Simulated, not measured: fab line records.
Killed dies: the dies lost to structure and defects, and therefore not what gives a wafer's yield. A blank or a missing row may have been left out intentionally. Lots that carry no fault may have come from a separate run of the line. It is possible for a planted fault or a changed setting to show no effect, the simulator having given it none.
fab line records | flow gf180mcu | part 1 of 2: steps 1 to 31 of 43
[record] lots = 5 wafers = 15 last_day = 33
route steps=602 shown VT_IMPLANT@90
lots with no fault: from the same line, run without faults
start_h: the number of hours between the record's first day and the start of the first shown wafer of the lot | wait_h: how many hours have passed since the lot's step before this one | " as in the row above | L1.1+2: several wafers, shown together as one row | - no value present, or no start provided | * or withheld: withheld | < > ~ a bound
route shown NAME@n: names a module that has steps shown in the file, with the first one's number in the route | usual: mean and standard deviation over wafers with no fault | same: alike in all rows | chamber/n: place in a boat | sites: the reading at each site | _std_site: the standard deviation of these | _edge_site: outer sites' mean less inner sites' | radius_mm: for every site, how far away it sits from the centre of the wafer | mask NAME#n: copy n | behind: tool/chamber where the wafer was last shaped | hold: the reason the lot was held/the length of the hold in hours/how it ended | device: the transistor (n, p or np) that didn't switch | end of line: at the end of the route, the tests of the same wafers | for a step that has no rows: nothing shown but its recipe | killed: the dies lost at the first sort to structure and to defects; this is not the yield of the wafer | map: a wafer's dies, x killed, . not, _ none there
set.NAME: the run value of the setting; set.NAME@STEP: its run value at that earlier step | model.NAME: the simulator's own value behind a step, which no gauge read
certain route steps with their lots: each step a table, each wafer a row
services: the hour from which a tool's chamber was out of use, counted from the record's first day as start_h (under 0 if before that day), plus the number of hours and why
[[steps]]
[step GF_VT_IMPLANT_DEHYDRATE_00]
[recipe] temp_c = 200 time_s = 60
// columns lot.wafer tool chamber start_h wait_h
L076.1+2+4 litho_track-01 0 116.33 6.7
L081.3+4+6 litho_track-03 0 151.74 7.6
L090.1+2+4 litho_track-04 0 200.40 7.8
L092.3+4+5 litho_track-01 0 214.13 7.7
L094.2+3+5 litho_track-03 0 226.62 8.1
[step GF_VT_IMPLANT_HMDS_01]
[recipe] prime_time_s = 60 prime_temp_c = 120
// columns lot.wafer tool chamber start_h wait_h
L076.1+2+4 litho_track-01 0 116.48 0.1
L081.3+4+6 litho_track-03 0 151.89 0.1
L090.1+2+4 litho_track-04 0 200.55 0.1
L092.3+4+5 litho_track-01 0 214.28 0.1
L094.2+3+5 litho_track-03 0 226.77 0.1
[step GF_VT_IMPLANT_COAT_02]
[recipe] resist = NOVOLAK spin_rpm = 3000 resist_thk_nm = 1000
// columns lot.wafer tool chamber start_h wait_h
L076.1+2+4 litho_track-01 0 116.63 0.1
L081.3+4+6 litho_track-03 0 152.04 0.1
L090.1+2+4 litho_track-04 0 200.70 0.1
L092.3+4+5 litho_track-01 0 214.43 0.1
L094.2+3+5 litho_track-03 0 226.92 0.1
[step GF_VT_IMPLANT_SOFTBAKE_03]
[recipe] temp_c = 90 time_s = 60 resist = NOVOLAK
// columns lot.wafer tool chamber start_h wait_h
L076.1+2+4 litho_track-01 0 116.78 0.1
L081.3+4+6 litho_track-03 0 152.19 0.1
L090.1+2+4 litho_track-04 0 200.85 0.1
L092.3+4+5 litho_track-01 0 214.58 0.1
L094.2+3+5 litho_track-03 0 227.07 0.1
[step GF_VT_IMPLANT_EXPOSE_04]
[recipe] mask_id = LVPWELL_LV_AREA target_cd_nm = 600 na = 0.6 source_shape = conventional sigma_outer = 0.6 dose_mj = 140
[usual] exposure_dose_mJ_cm2 = 139.99/0.14
// columns lot.wafer tool chamber start_h wait_h mask exposure_dose_mJ_cm2
L076.1 iline_stepper-01 0 - - LVPWELL_LV_AREA#0 140.12
L076.2 " 0 " " LVPWELL_LV_AREA#0 140.18
L076.4 " 0 " " LVPWELL_LV_AREA#0 139.98
L081.3 iline_stepper-02 0 - - LVPWELL_LV_AREA#0 140.18
L081.4 " 0 " " LVPWELL_LV_AREA#0 140.22
L081.6 " 0 " " LVPWELL_LV_AREA#0 140.34
L090.1 iline_stepper-02 0 - - LVPWELL_LV_AREA#0 139.97
L090.2 " 0 " " LVPWELL_LV_AREA#0 139.92
L090.4 " 0 " " LVPWELL_LV_AREA#0 139.83
L092.3 iline_stepper-01 0 - - LVPWELL_LV_AREA#0 140.18
L092.4 " 0 " " LVPWELL_LV_AREA#0 139.96
L092.5 " 0 " " LVPWELL_LV_AREA#0 140.02
L094.2 iline_stepper-01 0 - - LVPWELL_LV_AREA#0 139.89
L094.3 " 0 " " LVPWELL_LV_AREA#0 139.90
L094.5 " 0 " " LVPWELL_LV_AREA#0 139.95
[step GF_VT_IMPLANT_PEB_05]
[recipe] temp_c = withheld time_s = * resist = NOVOLAK
// columns lot.wafer tool chamber start_h wait_h
L076.1+2+4 litho_track-01 0 - -
L081.3+4+6 litho_track-03 0 - -
L090.1+2+4 litho_track-01 0 - -
L092.3+4+5 litho_track-03 0 - -
L094.2+3+5 litho_track-03 0 - -
[step GF_VT_IMPLANT_DEVELOP_06]
[recipe] develop_time_s = 60 dev_temp_c = 23
// columns lot.wafer tool chamber start_h wait_h
L076.1+2+4 litho_track-01 0 123.88 0.1
L081.3+4+6 litho_track-03 0 159.79 0.1
L090.1+2+4 litho_track-01 0 209.63 0.1
L092.3+4+5 litho_track-03 0 223.54 0.1
L094.2+3+5 litho_track-03 0 236.37 0.1
[step GF_VT_IMPLANT_OVL_MEAS_07]
[usual] VT_IMPLANT_OVL = 0.7/1.4
// columns lot.wafer tool chamber start_h wait_h VT_IMPLANT_OVL[nm]
L076.1 overlay-01 - 124.03 0.1 1.5
L076.2 " - " " -0.4
L076.4 " - " " 2.2
L081.3 overlay-01 - 159.90 0.1 0.4
L081.4 " - " " 0.2
L081.6 " - " " -1.4
L090.1 overlay-01 - 209.78 0.1 0.2
L090.2 " - " " 0.2
L090.4 " - " " 1.5
L092.3 overlay-01 - 223.65 0.1 -2.9
L092.4 " - " " -1.4
L092.5 " - " " -2.9
L094.2 overlay-01 - 236.50 0.1 -0.1
L094.3 " - " " 0.0
L094.5 " - " " 0.2
[step GF_VT_IMPLANT_IMPLANT_08]
[recipe] species = BF2 energy_kev = 20 dose_cm2 = 8.29e+12 tilt_deg = 7
[usual] beam_on_s = 10.01/0.2
// columns lot.wafer tool chamber start_h wait_h beam_on_s
L076.1 implanter-03 0 124.07 0.0 10.11
L076.2 " 0 " " 9.80
L076.4 " 0 " " 9.84
L081.3 implanter-03 0 159.98 0.1 9.95
L081.4 " 0 " " 9.70
L081.6 " 0 " " 10.21
L090.1 implanter-02 0 209.82 0.0 10.19
L090.2 " 0 " " 10.06
L090.4 " 0 " " 10.08
L092.3 implanter-02 0 223.73 0.1 9.58
L092.4 " 0 " " 10.18
L092.5 " 0 " " 10.02
L094.2 implanter-03 0 236.55 0.0 9.83
L094.3 " 0 " " 10.18
L094.5 " 0 " " 9.90
[step GF_VT_IMPLANT_STRIP_09]
[recipe] chemistry = O2/N2 power_w = 1400 pressure_mtorr = 1500 platen_temp_c = 250 o2_flow_sccm = 3000 n2_flow_sccm = 300 overash_fraction = 0.5
[usual] drypump_motor_current_A = 5.8/0.43 heater_power_w = 323/20 oes_product_au = 0.715/0.0046 strip_time_to_endpoint_s = 12.65/0.034
// columns lot.wafer tool chamber start_h wait_h drypump_motor_current_A heater_power_w oes_product_au rf_hours_counter_h strip_time_to_endpoint_s
L076.1 plasma_asher-02 0 124.22 0.1 5.8 305 0.716 1 12.65
L076.2 " 1 " " 6.4 358 0.713 1 12.69
L076.4 " 1 " " 6.4 355 0.714 - 12.64
L081.3 plasma_asher-02 1 160.11 0.1 6.4 355 0.715 - 12.66
L081.4 " 0 " " 5.9 310 0.714 - 12.65
L081.6 " 0 " " 5.8 314 0.718 - 12.66
L090.1 plasma_asher-01 1 209.97 0.1 6.1 310 0.707 41 12.70
L090.2 " 0 " " 5.5 349 0.718 41 12.70
L090.4 " 0 " " 5.5 347 0.718 - 12.64
L092.3 plasma_asher-02 0 223.86 0.1 5.9 310 0.716 - 12.63
L092.4 " 1 " " 6.4 347 0.712 - 12.64
L092.5 " 1 " " 6.4 354 0.716 - 12.62
L094.2 plasma_asher-02 0 236.68 0.1 5.9 311 0.721 12 12.65
L094.3 " 1 " " 6.4 340 0.716 - 12.66
L094.5 " 0 " " 5.9 304 0.717 - 12.65
[step GF_VT_IMPLANT_TW_MEAS_10]
[usual] VT_IMPLANT_TW = 562/6.2
// columns lot.wafer tool chamber start_h wait_h VT_IMPLANT_TW
L076.1 film_metro-03 - 124.32 0.1 559
L076.2 " - " " 562
L076.4 " - " " 565
L081.3 film_metro-04 - 160.20 0.1 568
L081.4 " - " " 565
L081.6 " - " " 566
L090.1 film_metro-03 - 210.07 0.1 560
L090.2 " - " " 562
L090.4 " - " " 563
L092.3 film_metro-04 - 223.95 0.1 567
L092.4 " - " " 572
L092.5 " - " " 570
L094.2 film_metro-03 - 236.79 0.1 560
L094.3 " - " " 558
L094.5 " - " " 559
[step GF_VT_IMPLANT_DEHYDRATE_11]
[recipe] temp_c = 200 time_s = 60
// columns lot.wafer tool chamber start_h wait_h
L076.1+2+4 litho_track-01 0 131.53 7.2
L081.3+4+6 litho_track-04 0 167.90 7.7
L090.1+2+4 litho_track-04 0 218.20 8.1
L092.3+4+5 litho_track-01 0 232.03 8.1
L094.2+3+5 litho_track-01 0 245.81 9.0
[step GF_VT_IMPLANT_HMDS_12]
[recipe] prime_time_s = 60 prime_temp_c = 120
// columns lot.wafer tool chamber start_h wait_h
L076.1+2+4 litho_track-01 0 131.68 0.1
L081.3+4+6 litho_track-04 0 168.05 0.1
L090.1+2+4 litho_track-04 0 218.35 0.1
L092.3+4+5 litho_track-01 0 232.18 0.1
L094.2+3+5 litho_track-01 0 245.96 0.1
[step GF_VT_IMPLANT_COAT_13]
[recipe] resist = NOVOLAK spin_rpm = 3000 resist_thk_nm = 1000
// columns lot.wafer tool chamber start_h wait_h
L076.1+2+4 litho_track-01 0 131.83 0.1
L081.3+4+6 litho_track-04 0 168.20 0.1
L090.1+2+4 litho_track-04 0 218.50 0.1
L092.3+4+5 litho_track-01 0 232.33 0.1
L094.2+3+5 litho_track-01 0 246.11 0.1
[step GF_VT_IMPLANT_SOFTBAKE_14]
[recipe] temp_c = 90 time_s = 60 resist = NOVOLAK
// columns lot.wafer tool chamber start_h wait_h
L076.1+2+4 litho_track-01 0 131.98 0.1
L081.3+4+6 litho_track-04 0 168.35 0.1
L090.1+2+4 litho_track-04 0 218.65 0.1
L092.3+4+5 litho_track-01 0 232.48 0.1
L094.2+3+5 litho_track-01 0 246.26 0.1
[step GF_VT_IMPLANT_EXPOSE_15]
[recipe] mask_id = Nwell_LV_AREA target_cd_nm = 860 na = 0.6 source_shape = conventional sigma_outer = 0.6 dose_mj = 140
[usual] exposure_dose_mJ_cm2 = 140.01/0.14
// columns lot.wafer tool chamber start_h wait_h mask exposure_dose_mJ_cm2
L076.1 iline_stepper-01 0 - - Nwell_LV_AREA#0 140.12
L076.2 " 0 " " Nwell_LV_AREA#0 140.05
L076.4 " 0 " " Nwell_LV_AREA#0 140.30
L081.3 iline_stepper-01 0 - - Nwell_LV_AREA#0 140.09
L081.4 " 0 " " Nwell_LV_AREA#0 139.99
L081.6 " 0 " " Nwell_LV_AREA#0 139.95
L090.1 iline_stepper-01 0 - - Nwell_LV_AREA#0 139.93
L090.2 " 0 " " Nwell_LV_AREA#0 139.92
L090.4 " 0 " " Nwell_LV_AREA#0 140.00
L092.3 iline_stepper-02 0 - - Nwell_LV_AREA#0 140.08
L092.4 " 0 " " Nwell_LV_AREA#0 140.17
L092.5 " 0 " " Nwell_LV_AREA#0 140.23
L094.2 iline_stepper-01 0 - - Nwell_LV_AREA#0 139.81
L094.3 " 0 " " Nwell_LV_AREA#0 139.92
L094.5 " 0 " " Nwell_LV_AREA#0 139.95
[step GF_VT_IMPLANT_PEB_16]
[recipe] temp_c = withheld time_s = * resist = NOVOLAK
// columns lot.wafer tool chamber start_h wait_h
L076.1+2+4 litho_track-03 0 - -
L081.3+4+6 litho_track-04 0 - -
L090.1+2+4 litho_track-04 0 - -
L092.3+4+5 litho_track-01 0 - -
L094.2+3+5 litho_track-04 0 - -
[step GF_VT_IMPLANT_DEVELOP_17]
[recipe] develop_time_s = 60 dev_temp_c = 23
// columns lot.wafer tool chamber start_h wait_h
L076.1+2+4 litho_track-03 0 139.64 0.1
L081.3+4+6 litho_track-04 0 176.15 0.1
L090.1+2+4 litho_track-04 0 227.35 0.1
L092.3+4+5 litho_track-01 0 240.73 0.1
L094.2+3+5 litho_track-04 0 255.57 0.1
[step GF_VT_IMPLANT_OVL_MEAS_18]
[usual] VT_IMPLANT_01_OVL = 0.5/1.4
// columns lot.wafer tool chamber start_h wait_h VT_IMPLANT_01_OVL[nm]
L076.1 overlay-01 - 139.79 0.1 2.8
L076.2 " - " " 1.2
L076.4 " - " " 4.2
L081.3 overlay-02 - 176.26 0.1 0.1
L081.4 " - " " 2.5
L081.6 " - " " 1.3
L090.1 overlay-01 - 227.50 0.1 2.7
L090.2 " - " " -0.6
L090.4 " - " " 1.0
L092.3 overlay-02 - 240.84 0.1 0.3
L092.4 " - " " -0.2
L092.5 " - " " 0.3
L094.2 overlay-01 - 255.70 0.1 0.9
L094.3 " - " " 1.0
L094.5 " - " " 1.3
[step GF_VT_IMPLANT_IMPLANT_19]
[recipe] species = As energy_kev = 100 dose_cm2 = 4.35e+12 tilt_deg = 7
[usual] beam_on_s = 9.99/0.21
// columns lot.wafer tool chamber start_h wait_h beam_on_s
L076.1 implanter-03 0 139.83 0.0 10.03
L076.2 " 0 " " 9.82
L076.4 " 0 " " 10.35
L081.3 implanter-03 0 176.47 0.2 10.09
L081.4 " 0 " " 10.03
L081.6 " 0 " " 10.18
L090.1 implanter-02 0 227.54 0.0 10.28
L090.2 " 0 " " 9.67
L090.4 " 0 " " 10.23
L092.3 implanter-04 0 240.92 0.1 10.32
L092.4 " 0 " " 9.93
L092.5 " 0 " " 10.05
L094.2 implanter-02 0 255.76 0.0 9.87
L094.3 " 0 " " 9.70
L094.5 " 0 " " 9.87
[step GF_VT_IMPLANT_STRIP_20]
[recipe] chemistry = O2/N2 power_w = 1400 pressure_mtorr = 1500 platen_temp_c = 250 o2_flow_sccm = 3000 n2_flow_sccm = 300 overash_fraction = 0.5
[usual] drypump_motor_current_A = 5.8/0.38 heater_power_w = 326/21 oes_product_au = 0.716/0.0047 strip_time_to_endpoint_s = 12.66/0.038
// columns lot.wafer tool chamber start_h wait_h drypump_motor_current_A heater_power_w oes_product_au rf_hours_counter_h strip_time_to_endpoint_s
L076.1 plasma_asher-02 1 139.98 0.1 6.4 345 0.717 2 12.63
L076.2 " 0 " " 5.9 304 0.717 2 12.68
L076.4 " 0 " " 5.8 310 0.727 - 12.74
L081.3 plasma_asher-02 0 176.60 0.1 5.8 312 0.710 - 12.67
L081.4 " 1 " " 6.3 353 0.716 - 12.68
L081.6 " 0 " " 5.9 309 0.711 - 12.69
L090.1 plasma_asher-01 1 227.69 0.1 6.1 307 0.717 43 12.66
L090.2 " 0 " " 5.5 354 0.717 43 12.65
L090.4 " 0 " " 5.5 346 0.715 - 12.67
L092.3 plasma_asher-04 0 241.05 0.1 5.2 308 0.711 - 12.69
L092.4 " 1 " " 5.2 308 0.722 - 12.65
L092.5 " 1 " " 5.2 303 0.715 - 12.66
L094.2 plasma_asher-02 1 255.88 0.1 6.4 345 0.713 14 12.75
L094.3 " 1 " " 6.4 347 0.716 - 12.70
L094.5 " 0 " " 5.8 300 0.713 - 12.74
[step GF_VT_IMPLANT_TW_MEAS_21]
[usual] VT_IMPLANT_2_TW = 1209/16
// columns lot.wafer tool chamber start_h wait_h VT_IMPLANT_2_TW
L076.1 film_metro-03 - 140.08 0.1 1209
L076.2 " - " " 1214
L076.4 " - " " 1209
L081.3 film_metro-04 - 176.69 0.1 1223
L081.4 " - " " 1224
L081.6 " - " " 1227
L090.1 film_metro-03 - 227.79 0.1 1197
L090.2 " - " " 1208
L090.4 " - " " 1213
L092.3 film_metro-04 - 241.14 0.1 1227
L092.4 " - " " 1236
L092.5 " - " " 1231
L094.2 film_metro-01 - 255.99 0.1 1198
L094.3 " - " " 1200
L094.5 " - " " 1198
[step GF_VT_IMPLANT_DEHYDRATE_22]
[recipe] temp_c = 200 time_s = 60
// columns lot.wafer tool chamber start_h wait_h
L076.1+2+4 litho_track-03 0 147.19 7.1
L081.3+4+6 litho_track-01 0 184.33 7.6
L090.1+2+4 litho_track-04 0 236.25 8.5
L092.3+4+5 litho_track-03 0 249.94 8.8
L094.2+3+5 litho_track-01 0 264.96 9.0
[step GF_VT_IMPLANT_HMDS_23]
[recipe] prime_time_s = 60 prime_temp_c = 120
// columns lot.wafer tool chamber start_h wait_h
L076.1+2+4 litho_track-03 0 147.34 0.1
L081.3+4+6 litho_track-01 0 184.48 0.1
L090.1+2+4 litho_track-04 0 236.40 0.1
L092.3+4+5 litho_track-03 0 250.09 0.1
L094.2+3+5 litho_track-01 0 265.11 0.1
[step GF_VT_IMPLANT_COAT_24]
[recipe] resist = NOVOLAK spin_rpm = 3000 resist_thk_nm = 1000
// columns lot.wafer tool chamber start_h wait_h
L076.1+2+4 litho_track-03 0 147.49 0.1
L081.3+4+6 litho_track-01 0 184.63 0.1
L090.1+2+4 litho_track-04 0 236.55 0.1
L092.3+4+5 litho_track-03 0 250.24 0.1
L094.2+3+5 litho_track-01 0 265.26 0.1
[step GF_VT_IMPLANT_SOFTBAKE_25]
[recipe] temp_c = 90 time_s = 60 resist = NOVOLAK
// columns lot.wafer tool chamber start_h wait_h
L076.1+2+4 litho_track-03 0 147.64 0.1
L081.3+4+6 litho_track-01 0 184.78 0.1
L090.1+2+4 litho_track-04 0 236.70 0.1
L092.3+4+5 litho_track-03 0 250.39 0.1
L094.2+3+5 litho_track-01 0 265.41 0.1
[step GF_VT_IMPLANT_EXPOSE_26]
[recipe] mask_id = LVPWELL_HV_AREA target_cd_nm = 860 na = 0.6 source_shape = conventional sigma_outer = 0.6 dose_mj = 140
[usual] exposure_dose_mJ_cm2 = 140.01/0.14
// columns lot.wafer tool chamber start_h wait_h mask exposure_dose_mJ_cm2
L076.1 iline_stepper-01 0 - - LVPWELL_HV_AREA#0 139.87
L076.2 " 0 " " LVPWELL_HV_AREA#0 139.91
L076.4 " 0 " " LVPWELL_HV_AREA#0 139.99
L081.3 iline_stepper-02 0 - - LVPWELL_HV_AREA#0 139.89
L081.4 " 0 " " LVPWELL_HV_AREA#0 140.08
L081.6 " 0 " " LVPWELL_HV_AREA#0 139.95
L090.1 iline_stepper-02 0 - - LVPWELL_HV_AREA#0 140.15
L090.2 " 0 " " LVPWELL_HV_AREA#0 140.09
L090.4 " 0 " " LVPWELL_HV_AREA#0 140.21
L092.3 iline_stepper-01 0 - - LVPWELL_HV_AREA#0 139.75
L092.4 " 0 " " LVPWELL_HV_AREA#0 139.93
L092.5 " 0 " " LVPWELL_HV_AREA#0 139.88
L094.2 iline_stepper-01 0 - - LVPWELL_HV_AREA#0 139.99
L094.3 " 0 " " LVPWELL_HV_AREA#0 140.06
L094.5 " 0 " " LVPWELL_HV_AREA#0 139.90
[step GF_VT_IMPLANT_PEB_27]
[recipe] temp_c = withheld time_s = * resist = NOVOLAK
// columns lot.wafer tool chamber start_h wait_h
L076.1+2+4 litho_track-03 0 - -
L081.3+4+6 litho_track-04 0 - -
L090.1+2+4 litho_track-03 0 - -
L092.3+4+5 litho_track-01 0 - -
L094.2+3+5 litho_track-04 0 - -
[step GF_VT_IMPLANT_DEVELOP_28]
[recipe] develop_time_s = 60 dev_temp_c = 23
// columns lot.wafer tool chamber start_h wait_h
L076.1+2+4 litho_track-03 0 155.39 0.1
L081.3+4+6 litho_track-04 0 193.05 0.1
L090.1+2+4 litho_track-03 0 245.94 0.1
L092.3+4+5 litho_track-01 0 259.48 0.1
L094.2+3+5 litho_track-04 0 275.02 0.1
[step GF_VT_IMPLANT_OVL_MEAS_29]
[usual] VT_IMPLANT_02_OVL = -0.8/1.4
// columns lot.wafer tool chamber start_h wait_h VT_IMPLANT_02_OVL[nm]
L076.1 overlay-01 - 155.54 0.1 -2.6
L076.2 " - " " -3.0
L076.4 " - " " -1.4
L081.3 overlay-01 - 193.16 0.1 -1.7
L081.4 " - " " -1.0
L081.6 " - " " -1.7
L090.1 overlay-01 - 246.09 0.1 0.8
L090.2 " - " " -2.5
L090.4 " - " " -1.0
L092.3 overlay-02 - 259.59 0.1 -1.3
L092.4 " - " " 0.0
L092.5 " - " " -0.7
L094.2 overlay-01 - 275.15 0.1 0.7
L094.3 " - " " 0.9
L094.5 " - " " 0.2
[step GF_VT_IMPLANT_IMPLANT_30]
[recipe] species = B energy_kev = 25 dose_cm2 = 2.534e+12 tilt_deg = 7
[usual] beam_on_s = 9.98/0.2
// columns lot.wafer tool chamber start_h wait_h beam_on_s
L076.1 implanter-02 0 155.58 0.0 9.86
L076.2 " 0 " " 9.87
L076.4 " 0 " " 10.21
L081.3 implanter-03 0 193.24 0.1 9.83
L081.4 " 0 " " 10.01
L081.6 " 0 " " 10.06
L090.1 implanter-02 0 246.13 0.0 9.83
L090.2 " 0 " " 10.21
L090.4 " 0 " " 9.89
L092.3 implanter-03 0 259.67 0.1 9.82
L092.4 " 0 " " 9.98
L092.5 " 0 " " 9.74
L094.2 implanter-04 0 275.21 0.0 9.89
L094.3 " 0 " " 9.83
L094.5 " 0 " " 9.98
